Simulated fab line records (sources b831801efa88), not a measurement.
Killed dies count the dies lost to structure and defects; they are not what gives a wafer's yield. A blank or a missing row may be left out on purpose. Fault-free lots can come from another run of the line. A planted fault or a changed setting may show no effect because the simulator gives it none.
Which tool did it?	flow sky130	12 lots with 36 wafers sampled at 2 steps, on a route of 708 steps

WHAT EACH GAUGE READ, for each wafer
SKY_METAL2_OVL_MEAS_16.
lot	measured	on	METAL2_OVL (nm)
L075	day 35 15:05	overlay-01	-7 -1 3
L077	day 36 07:40	overlay-01	-2 -8 -4
L079	day 36 23:55	overlay-01	5 3 7
L081	day 37 10:01	overlay-01	-1 -3 -4
L083	day 38 02:26	overlay-02	-3 -15 -10
L085	day 38 13:29	overlay-02	-8 0 10
L089	day 40 11:08	overlay-01	6 10 13
L088	day 40 13:17	overlay-01	-4 1 -5
L091	day 40 14:35	overlay-02	-1 -5 -4
L093	day 40 20:44	overlay-01	5 6 3
L095	day 41 17:02	overlay-02	-4 -7 -3
L097	day 42 06:59	overlay-01	-5 -11 -2

WHAT TOOL EACH LOT RAN ON (gives the tool, then ch and the chambers of the sampled wafers, and finally the start)
lot	SKY_CONTACT_ETCH_17
L075	rie diel-03 ch 0,1, day 32 00:59
L077	rie diel-02 ch 0,1,3, day 32 20:46
L079	rie diel-03 ch 0,1,2, day 33 10:53
L081	rie diel-03 ch 1,2, day 33 22:01
L083	rie diel-02 ch 1,2,3, day 34 14:34
L085	rie diel-02 ch 1,2, day 35 03:01
L089	rie diel-02 ch 0,3, day 37 02:58
L088	rie diel-04 ch 0,2,3, day 37 04:49
L091	rie diel-04 ch 0,1,3, day 37 05:34
L093	rie diel-04 ch 0,1,3, day 37 13:10
L095	rie diel-03 ch 0,3, day 38 09:13
L097	rie diel-03 ch 1,2,3, day 39 00:35
- SKY_CONTACT_ETCH_17: etches SiO2 in C4F8/O2/Ar, stops on Si3N4, target depth 340 nm.

THE ANSWER, worked out from the rows above alone
Rule: usual is defined by the lots themselves. Put in order of their means at a reading, lots are off if they are a third of the lots or fewer, leave a main group of 4 or more, and stand apart from it by a gap of 3 or more times the standard deviation of the main group's means; of several such gaps the widest counts. If all means in a main group match to the digits the tables above print for the reading, that group is not used. Also off: a lot with no number at a reading for which 4 or more lots have one. Any other lot the step has rows for is counted as sound.
None of the lots is off at any reading shown; this tells nothing.

WHAT WAS PUT IN BY THE SIMULATOR
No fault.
